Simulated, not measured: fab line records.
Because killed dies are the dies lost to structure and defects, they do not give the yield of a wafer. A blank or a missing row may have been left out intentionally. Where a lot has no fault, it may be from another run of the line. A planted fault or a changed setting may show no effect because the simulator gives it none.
8D (eight disciplines) problem report, filled in by code ; flow sky130 ; the parts of the form that need people (team, actions taken, sign-off) are left out

1. WHAT WENT WRONG
stripTimeToEndpointS at SKY_VIA3_STRIP_16 reads a mean of 3.671 s on 2 wafers of 2 lots; wafers without a fault read 4.154 s with a standard deviation of 0.028. Measured from the usual mean, that is -17 standard deviations.
The step: strips in O2/N2.
First observed at day 44 02:37: wafer L695.3, on plasmaAsher-03. The record holds 29 wafers of 10 lots with a number at this step. Rule for "out" (also "out of limits"): further than 4 standard deviations from the usual mean. All remaining wafers that have a number are taken as sound.

2. WHAT IT IS, AND WHAT IT ISN'T
question;is;is not
which readings at this step;stripTimeToEndpointS;drypumpMotorCurrentA
which lots;L695, L698;L680, L681, L683, L684, L693, L699, L702, L703
which wafers of those lots;L695.3, L698.3;L695.1, L698.1, L698.2
read on which tools;plasmaAsher-03, plasmaAsher-04;plasmaAsher-02
when;from day 44 02:37;"up to then (16 sound wafers); but 11 sound wafers of L698, L699, L702, L703 came after"

3. THE SUSPECTS, EACH WITH WHAT RULES IT OUT
Counting: if a tool at a process step up to the reading ran every lot that is out, it stays a suspect. Sound lots after the first of them don't rule it out here, since some wafers of a struck lot are sound.
- rieDiel-03 at SKY_VIA3_ETCH_14 (etches BARC in N2/H2, stops on SiO2, time 45.9 s, target depth 60 nm): kept. It ran every lot that is out, first L695 (day 44 02:31); its last sound lot up to then is L693 (day 43 11:01).
- rieDiel-03 at SKY_VIA3_ETCH_15 (etches SiO2 in C4F8/O2/Ar, stops on TiN, target depth 507 nm, time 78 s): kept. It ran every lot that is out, first L695 (day 44 02:34); its last sound lot up to then is L693 (day 43 11:04).
- Within rieDiel-03 at SKY_VIA3_ETCH_14: the wafers that are out ran in chambers 0, 1; their sound lot-mates ran in chambers 2, 3.
- Within rieDiel-03 at SKY_VIA3_ETCH_15: the wafers that are out ran in chambers 0, 1; their sound lot-mates ran in chambers 2, 3.
Left after counting: rieDiel-03 at SKY_VIA3_ETCH_14, rieDiel-03 at SKY_VIA3_ETCH_15.

4. THE CAUSE (what the simulator had put in)
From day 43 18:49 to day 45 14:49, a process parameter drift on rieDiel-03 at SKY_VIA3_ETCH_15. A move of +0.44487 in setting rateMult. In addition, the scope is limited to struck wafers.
Counting leaves 2 suspects; this tool is one of them.

5. THE CHAIN OF EFFECTS, in route order
One row per reading whose mean, taken over the struck wafers that have a number, lies over 3 standard deviations from the usual. Scope: only readings with a usual standard deviation given in the record; hours: median across lots of the time from each lot's start at the first step in this table that gives one to its start at this step; sigmas: change in usual standard deviations.
hours;step;reading;usual;on struck wafers;change;sigmas
0;SKY_VIA3_STRIP_16;oesProductAu;0.403 a.u.;0.385;-0.018;-3.8
0;SKY_VIA3_STRIP_16;stripTimeToEndpointS;4.154 s;3.671;-0.482;-17
Process steps it contains:
- SKY_VIA3_STRIP_16: strips in O2/N2.

6. HOW IT WOULD HAVE BEEN CAUGHT EARLIER
In this record the first reading out of limits was taken at day 44 02:37, 8 hours after the fault began at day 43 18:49.
No tool reading at SKY_VIA3_ETCH_15 that has a usual standard deviation in the record was out on any struck wafer, so an alarm limit of 4 standard deviations on those readings would not have fired.
Among the 2 lots that are out, L698 began SKY_VIA3_ETCH_15 on rieDiel-03 after day 44 02:37. Putting the tool on hold at that point would have spared it.
